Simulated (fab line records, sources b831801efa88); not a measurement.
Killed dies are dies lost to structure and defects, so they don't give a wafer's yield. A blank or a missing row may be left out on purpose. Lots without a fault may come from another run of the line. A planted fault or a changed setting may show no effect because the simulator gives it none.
Problem report in the 8D (eight disciplines) form, filled by code | flow sky130 | the parts of the form that need people (team, actions taken, sign-off) are left out

1. THE PROBLEM
killed_at_contacts at SKY_PAD_OPEN_PROBE_99 reads a mean of 430 on 6 wafers of 2 lots; wafers without a fault read 24 with a standard deviation of 5.1. That is +80 standard deviations from the usual mean.
First seen on wafer L707.1, day 48 19:39, on prober-02. The record holds 30 wafers of 10 lots with a number at this step. Rule for "out", or "out of limits": more than 4 standard deviations from the usual mean. The other wafers with a number count as sound.

2. WHAT IT IS AND WHAT IT IS NOT
question                    | is                                             | is not
which readings at this step | killed_at_contacts, killed_dies, killed_on_rim | killed_at_M4_up, killed_at_front_end, killed_at_other, killed_open, killed_short
which lots                  | L707, L708                                     | L697, L700, L702, L703, L710, L713, L714, L715
which wafers of those lots  | all that have a number                         | -
read on which tools         | prober-01, prober-02                           | -
when                        | from day 48 19:39                              | up to then (12 sound wafers); but 12 sound wafers of L710, L713, L714, L715 came after

3. SUSPECTS, AND WHAT RULES EACH OUT
Counting: a tool at a process step up to the reading stays a suspect if it ran every lot that is out and no sound lot after the first of them.
- pvd_sputter-02 at SKY_LI_CONTACT_SPUTTER_20 (material TiN, target thk 20 nm, time 80 s): ruled out as a lasting fault. Sound lots L710, L715 ran on it after its first lot that is out, L707 (day 33 07:44).
Left after counting: nothing in the record.

4. THE CAUSE (what the simulator had put in)
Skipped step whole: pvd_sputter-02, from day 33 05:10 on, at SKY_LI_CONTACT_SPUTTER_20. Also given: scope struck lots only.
Counting ruled it out, wrongly: the rule takes a fault to strike every lot that its tool runs from its start on, and this one did not.

5. THE CHAIN OF EFFECTS, in route order
Each row: a reading whose mean over the struck wafers that have a number lies more than 3 standard deviations from the usual. Only readings for which the record gives a usual standard deviation are gone through. hours: the time from each lot's start at the first step in this table that gives one to its start at this step, as a median over the lots. sigmas: the change in usual standard deviations.
hours | step                  | reading            | usual | on struck wafers | change | sigmas
0     | SKY_PAD_OPEN_PROBE_99 | killed_at_contacts | 24    | 430              | +406   | +80
0     | SKY_PAD_OPEN_PROBE_99 | killed_dies        | 86    | 492              | +406   | +44
0     | SKY_PAD_OPEN_PROBE_99 | killed_on_rim      | 17    | 96               | +79    | +21
The process steps in it:
- SKY_PAD_OPEN_PROBE_99
Readings that are blank on the struck wafers while sound wafers have them: cathode_dc_power_W at SKY_LI_CONTACT_SPUTTER_20; chamber_pressure_pa at SKY_LI_CONTACT_SPUTTER_20; throttle_valve_pct at SKY_LI_CONTACT_SPUTTER_20.

6. WHAT WOULD HAVE CAUGHT IT SOONER
In this record the first reading out of limits was taken at day 48 19:39, 374 hours after the fault began at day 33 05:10.
At SKY_LI_CONTACT_SPUTTER_20 the tool's readings are blank on the struck wafers, where sound wafers have them: an empty tool record is the first sign, and it was there at once.
